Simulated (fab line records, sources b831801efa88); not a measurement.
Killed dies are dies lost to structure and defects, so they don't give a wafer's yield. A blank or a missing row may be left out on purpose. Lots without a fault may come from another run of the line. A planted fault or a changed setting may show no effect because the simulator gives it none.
fab line records | flow sky130
record lots=24 wafers=72 last_day=50
route steps=708 shown FIELD_ISO@14 NWELL@79 SONOS_ONO@185 LDD_P@266 METAL5@661 PASSIVATION@682
lots that met no fault: from a run of the same line without faults
start_h: hours from the record's first day to the start of the lot's first wafer shown | wait_h: hours since the lot's step before | " the same as in the row above | L1.1+2: a row that stands for several wafers | - no value, or no start given | * or withheld: withheld | < > ~ a bound
route shown NAME@n: a module of which the file shows steps, and the number in the route of the first | usual: mean/standard deviation of fault-free wafers | same: alike in all rows | chamber/n: place in a boat | sites: the reading at each site | _std_site: their standard deviation | _edge_site: outer sites' mean less inner sites' | radius_mm: how far each site lies from the wafer's centre | mask NAME#n: copy n | behind: the tool/chamber that last shaped the wafer | hold: why the lot was held/for how many hours/how that ended | device: the transistor (n, p or np) that didn't switch | end of line: the same wafers' tests at the end of the route | a step without rows: its recipe alone | killed: dies lost to structure and defects at the first sort, not the wafer's yield | map: a wafer's dies, x killed, . not, _ none there
set.NAME: the setting as run; set.NAME@STEP: as run at that earlier step | model.NAME: the simulator's own value behind a step, which no gauge read
steps of the route over a sample of lots; a table a step, a row a wafer
services: from which hour (start_h, from the record's first day; less than 0 if before it) a tool's chamber was out of use, for how many hours, and why
## steps
# step SKY_FIELD_ISO_CD_MEAS_13
# recipe target_cd_nm=150
# usual cd_nm=150.1/1.4
# columns lot.wafer tool chamber start_h wait_h cd_nm
L074.1 cd_sem-02 - 30.33 - 147.9
L074.4 " - " " 148.9
L074.6 " - " " 149.1
L075.3 cd_sem-02 - 36.37 - 149.2
L075.4 " - " " 149.0
L075.5 " - " " 152.1
L076.1 cd_sem-02 - 40.53 - 151.0
L076.2 " - " " 151.0
L076.6 " - " " 150.8
L077.1 cd_sem-01 - 44.18 - 151.2
L077.2 " - " " 151.8
L077.4 " - " " 152.1
L078.1 cd_sem-01 - 49.68 - 148.7
L078.5 " - " " 150.3
L078.6 " - " " 149.8
L079.2 cd_sem-02 - 54.00 - 148.8
L079.3 " - " " 149.0
L079.4 " - " " 148.8
L080.1 cd_sem-02 - 59.23 - 151.0
L080.2 " - " " 152.4
L080.5 " - " " 151.6
L081.1 cd_sem-02 - 64.03 - 151.0
L081.3 " - " " 150.8
L081.4 " - " " 150.1
L082.3 cd_sem-02 - 71.17 - 148.9
L082.5 " - " " 149.8
L082.6 " - " " 149.5
L083.2 cd_sem-02 - 76.69 - 148.9
L083.3 " - " " 151.7
L083.4 " - " " 150.4
L084.1 cd_sem-02 - 80.57 - 151.2
L084.3 " - " " 149.8
L084.4 " - " " 150.1
L085.2 cd_sem-02 - 86.16 - 150.3
L085.4 " - " " 150.6
L085.5 " - " " 149.3
L086.1 cd_sem-02 - 91.31 - 150.9
L086.3 " - " " 151.1
L086.4 " - " " 150.5
L087.2 cd_sem-02 - 97.05 - 152.7
L087.3 " - " " 152.7
L087.5 " - " " 153.1
L088.3 cd_sem-02 - 101.57 - 150.0
L088.5 " - " " 149.8
L088.6 " - " " 149.7
L089.4 cd_sem-02 - 105.74 - 148.1
L089.5 " - " " 148.7
L089.6 " - " " 149.9
L090.2 cd_sem-02 - 112.65 - 153.8
L090.3 " - " " 152.5
L090.5 " - " " 152.1
L091.4 cd_sem-01 - 117.53 - 150.1
L091.5 " - " " 148.5
L091.6 " - " " 150.1
L092.1 cd_sem-02 - 124.07 - 151.8
L092.4 " - " " 150.0
L092.6 " - " " 149.7
L093.2 cd_sem-01 - 126.85 - 149.0
L093.3 " - " " 149.7
L093.5 " - " " 149.8
L094.1 cd_sem-01 - 132.42 - 148.9
L094.2 " - " " 148.7
L094.5 " - " " 148.9
L095.1 cd_sem-02 - 137.37 - 147.6
L095.2 " - " " 148.6
L095.5 " - " " 149.3
L096.3 cd_sem-02 - 142.71 - 147.4
L096.4 " - " " 147.1
L096.5 " - " " 148.0
L097.2 cd_sem-01 - 148.15 - 150.3
L097.3 " - " " 152.3
L097.4 " - " " 150.9
# step SKY_NWELL_TW_MEAS_26
# usual NWELL_2_TW=494.4/2.8
# columns lot.wafer tool chamber start_h wait_h NWELL_2_TW
L074.1 film_metro-03 - 105.32 0.1 494.3
L074.4 " - " " 496.3
L074.6 " - " " 492.3
L075.3 film_metro-02 - 112.28 0.1 494.8
L075.4 " - " " 496.8
L075.5 " - " " 494.6
L076.1 film_metro-02 - 116.36 0.1 492.8
L076.2 " - " " 490.7
L076.6 " - " " 490.0
L077.1 film_metro-02 - 121.07 0.1 496.4
L077.2 " - " " 497.4
L077.4 " - " " 498.1
L078.1 film_metro-01 - 130.12 0.1 497.1
L078.5 " - " " 499.4
L078.6 " - " " 499.5
L079.2 film_metro-03 - 133.07 0.1 492.3
L079.3 " - " " 492.4
L079.4 " - " " 493.7
L080.1 film_metro-02 - 137.62 0.1 495.6
L080.2 " - " " 498.0
L080.5 " - " " 493.2
L081.1 film_metro-01 - 142.97 0.1 499.2
L081.3 " - " " 500.2
L081.4 " - " " 499.4
L082.3 film_metro-03 - 153.13 0.1 495.0
L082.5 " - " " 492.9
L082.6 " - " " 494.4
L083.2 film_metro-02 - 158.03 0.1 490.6
L083.3 " - " " 489.9
L083.4 " - " " 491.1
L084.1 film_metro-02 - 164.61 0.1 492.8
L084.3 " - " " 490.0
L084.4 " - " " 491.8
L085.2 film_metro-02 - 168.08 0.1 494.0
L085.4 " - " " 491.6
L085.5 " - " " 494.0
L086.1 film_metro-03 - 175.77 0.1 494.4
L086.3 " - " " 491.1
L086.4 " - " " 491.9
L087.2 film_metro-01 - 180.88 0.1 495.7
L087.3 " - " " 494.4
L087.5 " - " " 498.0
L088.3 film_metro-02 - 186.84 0.1 492.1
L088.5 " - " " 494.1
L088.6 " - " " 494.2
L089.4 film_metro-01 - 193.64 0.1 498.2
L089.5 " - " " 495.5
L089.6 " - " " 495.1
L090.2 film_metro-03 - 200.33 0.1 495.9
L090.3 " - " " 496.2
L090.5 " - " " 493.8
L091.4 film_metro-03 - 207.40 0.1 497.7
L091.5 " - " " 496.3
L091.6 " - " " 495.0
L092.1 film_metro-02 - 215.71 0.1 494.7
L092.4 " - " " 496.0
L092.6 " - " " 494.0
L093.2 film_metro-02 - 217.12 0.1 491.6
L093.3 " - " " 494.5
L093.5 " - " " 491.0
L094.1 film_metro-03 - 225.61 0.1 496.6
L094.2 " - " " 495.7
L094.5 " - " " 496.2
L095.1 film_metro-02 - 231.02 0.1 491.0
L095.2 " - " " 485.7
L095.5 " - " " 491.4
L096.3 film_metro-02 - 236.29 0.1 491.8
L096.4 " - " " 494.4
L096.5 " - " " 490.0
L097.2 film_metro-03 - 241.92 0.1 496.7
L097.3 " - " " 497.1
L097.4 " - " " 499.3
# step SKY_SONOS_ONO_STRIP_17
# recipe chemistry=O2/N2 power_w=1400 pressure_mtorr=1500 platen_temp_c=withheld o2_flow_sccm=3000 n2_flow_sccm=300 overash_fraction=0.5
# usual drypump_motor_current_A=5.7/0.64 oes_product_au=0.711/0.0045 strip_time_to_endpoint_s=14.10/0.036
# columns lot.wafer tool chamber start_h wait_h drypump_motor_current_A oes_product_au rf_hours_counter_h strip_time_to_endpoint_s
L074.1 plasma_asher-02 0 285.74 0.0 6.4 0.712 57 14.13
L074.4 " 0 " " 6.4 0.714 - 14.12
L074.6 " 1 " " 5.5 0.708 - 14.16
L075.3 plasma_asher-02 0 291.69 0.0 6.4 0.711 - 14.12
L075.4 " 1 " " 5.5 0.720 - 14.11
L075.5 " 0 " " 6.4 0.709 - 14.14
L076.1 plasma_asher-01 0 298.63 0.0 4.9 0.708 17 14.09
L076.2 " 1 " " 5.6 0.706 17 14.09
L076.6 " 1 " " 5.6 0.704 - 14.10
L077.1 plasma_asher-02 0 302.84 0.0 6.4 0.716 59 14.15
L077.2 " 1 " " 5.5 0.715 59 14.08
L077.4 " 1 " " 5.5 0.710 - 14.13
L078.1 plasma_asher-03 0 314.81 0.0 6.5 0.709 50 14.04
L078.5 " 0 " " 6.5 0.714 - 14.07
L078.6 " 1 " " 4.9 0.708 - 14.10
L079.2 plasma_asher-01 1 318.46 0.0 5.6 0.712 19 14.13
L079.3 " 0 " " 4.9 0.712 - 14.16
L079.4 " 1 " " 5.6 0.712 - 14.09
L080.1 plasma_asher-02 1 325.60 0.0 5.5 0.712 61 14.11
L080.2 " 0 " " 6.5 0.713 61 14.18
L080.5 " 0 " " 6.4 0.709 - 14.13
L081.1 plasma_asher-02 1 333.83 0.0 5.5 0.711 62 14.06
L081.3 " 0 " " 6.4 0.718 - 14.09
L081.4 " 1 " " 5.5 0.710 - 14.06
L082.3 plasma_asher-03 0 349.28 0.0 6.5 0.708 - 14.14
L082.5 " 1 " " 4.9 0.706 - 14.14
L082.6 " 0 " " 6.5 0.711 - 14.13
L083.2 plasma_asher-02 0 353.09 0.0 6.5 0.708 64 14.00
L083.3 " 1 " " 5.5 0.706 - 14.03
L083.4 " 0 " " 6.4 0.712 - 14.03
L084.1 plasma_asher-03 1 363.38 0.0 4.9 0.712 55 14.12
L084.3 " 0 " " 6.4 0.707 - 14.09
L084.4 " 1 " " 4.9 0.709 - 14.13
L085.2 plasma_asher-03 1 367.09 0.0 4.9 0.711 55 14.04
L085.4 " 1 " " 4.9 0.701 - 14.06
L085.5 " 1 " " 5.0 0.712 - 14.07
L086.1 plasma_asher-01 1 381.19 0.0 5.6 0.708 25 14.11
L086.3 " 1 " " 5.6 0.712 - 14.09
L086.4 " 0 " " 4.9 0.714 - 14.12
L087.2 plasma_asher-02 1 386.25 0.0 5.5 0.712 67 14.10
L087.3 " 1 " " 5.5 0.709 - 14.10
L087.5 " 1 " " 5.5 0.717 - 14.10
L088.3 plasma_asher-03 0 394.96 0.0 6.5 0.719 - 14.10
L088.5 " 0 " " 6.5 0.706 - 14.08
L088.6 " 1 " " 4.9 0.719 - 14.07
L089.4 plasma_asher-02 1 403.52 0.0 5.5 0.715 - 14.13
L089.5 " 1 " " 5.5 0.711 - 14.11
L089.6 " 0 " " 6.4 0.714 - 14.13
L090.2 plasma_asher-03 0 412.90 0.0 6.5 0.719 59 14.07
L090.3 " 1 " " 4.9 0.717 - 14.15
L090.5 " 0 " " 6.5 0.710 - 14.10
L091.4 plasma_asher-03 0 423.28 0.0 6.5 0.710 - 14.03
L091.5 " 1 " " 4.9 0.707 - 14.07
L091.6 " 0 " " 6.5 0.705 - 14.10
L092.1 plasma_asher-01 1 433.09 0.0 5.6 0.708 30 14.07
L092.4 " 1 " " 5.6 0.705 - 14.09
L092.6 " 0 " " 4.9 0.711 - 14.07
L093.2 plasma_asher-01 0 437.93 0.0 4.9 0.719 31 14.13
L093.3 " 0 " " 4.9 0.707 - 14.09
L093.5 " 0 " " 4.9 0.711 - 14.11
L094.1 plasma_asher-03 0 448.73 0.0 6.4 0.709 63 14.10
L094.2 " 1 " " 4.9 0.707 63 14.07
L094.5 " 0 " " 6.5 0.707 - 14.09
L095.1 plasma_asher-01 0 455.54 0.0 4.9 0.714 32 14.09
L095.2 " 1 " " 5.5 0.706 32 14.12
L095.5 " 0 " " 4.9 0.716 - 14.10
L096.3 plasma_asher-02 0 463.52 0.0 6.4 0.709 - 14.12
L096.4 " 1 " " 5.5 0.712 - 14.15
L096.5 " 0 " " 6.4 0.715 - 14.13
L097.2 plasma_asher-01 0 466.18 0.0 4.9 0.711 33 14.15
L097.3 " 0 " " 4.9 0.709 - 14.15
L097.4 " 1 " " 5.5 0.708 - 14.16
# step SKY_LDD_P_TW_MEAS_11
# usual LDD_P_TW=635.0/2.9
# columns lot.wafer tool chamber start_h wait_h LDD_P_TW
L074.1 film_metro-01 - 436.68 0.1 635.6
L074.4 " - " " 636.3
L074.6 " - " " 636.4
L075.3 film_metro-01 - 447.45 0.1 635.0
L075.4 " - " " 631.0
L075.5 " - " " 635.4
L076.1 film_metro-03 - 453.93 0.1 634.0
L076.2 " - " " 633.8
L076.6 " - " " 632.6
L077.1 film_metro-03 - 464.08 0.1 635.8
L077.2 " - " " 638.9
L077.4 " - " " 633.7
L078.1 film_metro-01 - 475.59 0.1 640.5
L078.5 " - " " 641.2
L078.6 " - " " 640.5
L079.2 film_metro-02 - 478.25 0.1 632.2
L079.3 " - " " 632.2
L079.4 " - " " 632.0
L080.1 film_metro-03 - 487.93 0.1 634.0
L080.2 " - " " 634.1
L080.5 " - " " 629.7
L081.1 film_metro-03 - 496.70 0.1 632.0
L081.3 " - " " 632.4
L081.4 " - " " 633.1
L082.3 film_metro-03 - 512.25 0.1 633.0
L082.5 " - " " 639.1
L082.6 " - " " 637.4
L083.2 film_metro-02 - 515.84 0.1 631.7
L083.3 " - " " 632.0
L083.4 " - " " 635.8
L084.1 film_metro-03 - 525.63 0.1 634.4
L084.3 " - " " 638.9
L084.4 " - " " 635.5
L085.2 film_metro-03 - 533.59 0.1 634.3
L085.4 " - " " 636.9
L085.5 " - " " 638.6
L086.1 film_metro-01 - 543.78 0.1 636.6
L086.3 " - " " 640.2
L086.4 " - " " 635.0
L087.2 film_metro-02 - 550.79 0.1 635.3
L087.3 " - " " 634.2
L087.5 " - " " 634.8
L088.3 film_metro-01 - 559.10 0.1 635.7
L088.5 " - " " 638.5
L088.6 " - " " 637.5
L089.4 film_metro-01 - 569.97 0.1 639.3
L089.5 " - " " 635.7
L089.6 " - " " 634.9
L090.2 film_metro-02 - 576.39 0.1 633.7
L090.3 " - " " 634.9
L090.5 " - " " 636.8
L091.4 film_metro-03 - 588.82 0.1 636.3
L091.5 " - " " 634.7
L091.6 " - " " 634.2
L092.1 film_metro-03 - 596.98 0.1 637.3
L092.4 " - " " 636.4
L092.6 " - " " 633.0
L093.2 film_metro-01 - 601.21 0.1 632.7
L093.3 " - " " 632.8
L093.5 " - " " 636.2
L094.1 film_metro-02 - 610.09 0.1 633.4
L094.2 " - " " 633.4
L094.5 " - " " 634.9
L095.1 film_metro-02 - 616.69 0.1 633.7
L095.2 " - " " 634.8
L095.5 " - " " 633.1
L096.3 film_metro-03 - 623.05 0.1 638.7
L096.4 " - " " 637.0
L096.5 " - " " 641.1
L097.2 film_metro-02 - 624.94 0.1 632.8
L097.3 " - " " 633.9
L097.4 " - " " 635.4
# step SKY_METAL5_SPUTTER_00
# recipe material=Ti target_thk_nm=15 power_w=3000 time_s=10 chamber_pressure_pa=0.4
# usual throttle_valve_pct=30.0/1
# columns lot.wafer tool chamber start_h wait_h throttle_valve_pct
L074.1 pvd_sputter-03 - 1009.24 0.2 30.1
L074.4 " - " " 29.6
L074.6 " - " " 29.8
L075.3 pvd_sputter-02 - 1018.75 0.1 27.5
L075.4 " - " " 29.4
L075.5 " - " " 30.6
L076.1 pvd_sputter-04 - 1023.29 0.1 30.6
L076.2 " - " " 30.2
L076.6 " - " " 31.2
L077.1 pvd_sputter-02 - 1031.57 0.1 28.9
L077.2 " - " " 30.5
L077.4 " - " " 30.1
L078.1 pvd_sputter-04 - 1038.43 0.2 31.4
L078.5 " - " " 29.2
L078.6 " - " " 31.4
L079.2 pvd_sputter-03 - 1041.68 0.1 30.0
L079.3 " - " " 31.8
L079.4 " - " " 29.9
L080.1 pvd_sputter-02 - 1050.69 0.1 27.3
L080.2 " - " " 30.5
L080.5 " - " " 30.6
L081.1 pvd_sputter-04 - 1054.42 0.2 29.0
L081.3 " - " " 31.2
L081.4 " - " " 30.3
L082.3 pvd_sputter-03 - 1065.27 0.2 31.9
L082.5 " - " " 29.6
L082.6 " - " " 29.7
L083.2 pvd_sputter-02 - 1072.24 0.2 29.4
L083.3 " - " " 29.6
L083.4 " - " " 30.5
L084.1 pvd_sputter-04 - 1074.42 0.1 29.1
L084.3 " - " " 31.2
L084.4 " - " " 30.6
L085.2 pvd_sputter-02 - 1080.38 0.2 27.5
L085.4 " - " " 29.9
L085.5 " - " " 30.4
L086.1 pvd_sputter-04 - 1087.05 0.2 30.5
L086.3 " - " " 28.9
L086.4 " - " " 31.0
L087.2 pvd_sputter-02 - 1094.83 0.1 29.9
L087.3 " - " " 27.3
L087.5 " - " " 30.1
L088.3 pvd_sputter-04 - 1098.91 0.2 28.9
L088.5 " - " " 29.1
L088.6 " - " " 30.4
L089.4 pvd_sputter-03 - 1105.32 0.2 31.5
L089.5 " - " " 29.8
L089.6 " - " " 31.6
L090.2 pvd_sputter-04 - 1109.62 0.2 29.3
L090.3 " - " " 30.3
L090.5 " - " " 30.4
L091.4 pvd_sputter-02 - 1118.31 0.1 28.9
L091.5 " - " " 28.9
L091.6 " - " " 27.3
L092.1 pvd_sputter-04 - 1121.35 0.1 30.4
L092.4 " - " " 30.3
L092.6 " - " " 30.4
L093.2 pvd_sputter-04 - 1125.28 0.2 30.5
L093.3 " - " " 30.5
L093.5 " - " " 29.1
L094.1 pvd_sputter-03 - 1133.29 0.1 29.6
L094.2 " - " " 29.7
L094.5 " - " " 29.7
L095.1 pvd_sputter-03 - 1138.43 0.1 29.9
L095.2 " - " " 29.5
L095.5 " - " " 29.7
L096.3 pvd_sputter-04 - 1141.35 0.2 29.2
L096.4 " - " " 31.0
L096.5 " - " " 29.0
L097.2 pvd_sputter-04 - 1151.07 0.1 29.0
L097.3 " - " " 30.3
L097.4 " - " " 30.4
# step SKY_PASSIVATION_THK_MEAS_01
# recipe reads=SiO2_of_PASSIVATION_CVD_00
# usual PASSIVATION_CVD_00_THK=89.9/1.3
# columns lot.wafer tool chamber start_h wait_h PASSIVATION_CVD_00_THK[nm]
L074.1 film_metro-04 - 1032.88 - 88.4
L074.4 " - " " 89.4
L074.6 " - " " 90.7
L075.3 film_metro-03 - 1042.48 - 89.6
L075.4 " - " " 90.4
L075.5 " - " " 91.1
L076.1 film_metro-04 - 1047.80 - 90.7
L076.2 " - " " 89.2
L076.6 " - " " 92.5
L077.1 film_metro-04 - 1054.31 - 88.9
L077.2 " - " " 89.5
L077.4 " - " " 89.9
L078.1 film_metro-02 - 1061.40 - 90.7
L078.5 " - " " 91.8
L078.6 " - " " 91.0
L079.2 film_metro-04 - 1064.65 - 88.8
L079.3 " - " " 87.7
L079.4 " - " " 90.7
L080.1 film_metro-04 - 1073.50 - 88.7
L080.2 " - " " 88.6
L080.5 " - " " 90.7
L081.1 film_metro-04 - 1077.05 - 89.8
L081.3 " - " " 91.2
L081.4 " - " " 91.9
L082.3 film_metro-04 - 1087.74 - 91.3
L082.5 " - " " 90.7
L082.6 " - " " 90.4
L083.2 film_metro-02 - 1094.52 - 87.4
L083.3 " - " " 89.2
L083.4 " - " " 90.4
L084.1 film_metro-04 - 1096.57 - 86.8
L084.3 " - " " 90.8
L084.4 " - " " 89.5
L085.2 film_metro-03 - 1102.57 - 91.3
L085.4 " - " " 92.8
L085.5 " - " " 92.8
L086.1 film_metro-04 - 1108.81 - 90.1
L086.3 " - " " 90.3
L086.4 " - " " 88.8
L087.2 film_metro-04 - 1116.11 - 88.9
L087.3 " - " " 88.0
L087.5 " - " " 89.9
L088.3 film_metro-02 - 1120.47 - 89.7
L088.5 " - " " 90.2
L088.6 " - " " 90.4
L089.4 film_metro-03 - 1125.15 - 92.1
L089.5 " - " " 91.7
L089.6 " - " " 93.7
L090.2 film_metro-02 - 1129.58 - 88.3
L090.3 " - " " 87.7
L090.5 " - " " 89.6
L091.4 film_metro-04 - 1138.48 - 91.3
L091.5 " - " " 90.5
L091.6 " - " " 92.6
L092.1 film_metro-02 - 1142.06 - 89.4
L092.4 " - " " 91.0
L092.6 " - " " 89.3
L093.2 film_metro-04 - 1144.97 - 89.4
L093.3 " - " " 87.6
L093.5 " - " " 90.4
L094.1 film_metro-03 - 1152.09 - 89.0
L094.2 " - " " 88.7
L094.5 " - " " 89.8
L095.1 film_metro-04 - 1158.19 - 89.8
L095.2 " - " " 92.0
L095.5 " - " " 92.8
L096.3 film_metro-04 - 1160.89 - 89.5
L096.4 " - " " 90.5
L096.5 " - " " 90.3
L097.2 film_metro-02 - 1168.59 - 87.9
L097.3 " - " " 87.7
L097.4 " - " " 88.9
## services
# columns tool chamber start_h hours kind
plasma_asher-03 - 271.22 1.3 repair
plasma_asher-02 - 342.31 1.4 repair
pvd_sputter-04 - 352.37 5.5 repair
plasma_asher-03 - 354.28 7.8 repair
pvd_sputter-04 - 375.12 7.6 repair
plasma_asher-02 - 379.16 0.4 repair
plasma_asher-03 - 463.66 2.7 repair
plasma_asher-02 - 472.21 9.0 repair
plasma_asher-03 - 489.27 2.8 pm
plasma_asher-02 - 642.09 20.1 pm
pvd_sputter-04 - 649.41 0.7 repair
pvd_sputter-04 - 688.62 3.6 repair
plasma_asher-02 - 696.02 2.2 repair
plasma_asher-02 - 733.75 9.0 pm
plasma_asher-02 - 839.02 1.6 repair
pvd_sputter-04 - 839.28 0.5 repair
plasma_asher-03 - 917.72 14.6 pm
plasma_asher-03 - 933.80 1.7 repair
plasma_asher-03 - 955.15 12.0 repair
plasma_asher-03 - 1008.83 0.4 repair
pvd_sputter-04 - 1016.30 5.2 repair
plasma_asher-02 - 1029.06 2.4 repair
plasma_asher-02 - 1059.98 1.6 repair
pvd_sputter-04 - 1094.85 1.5 repair
## key
fault none
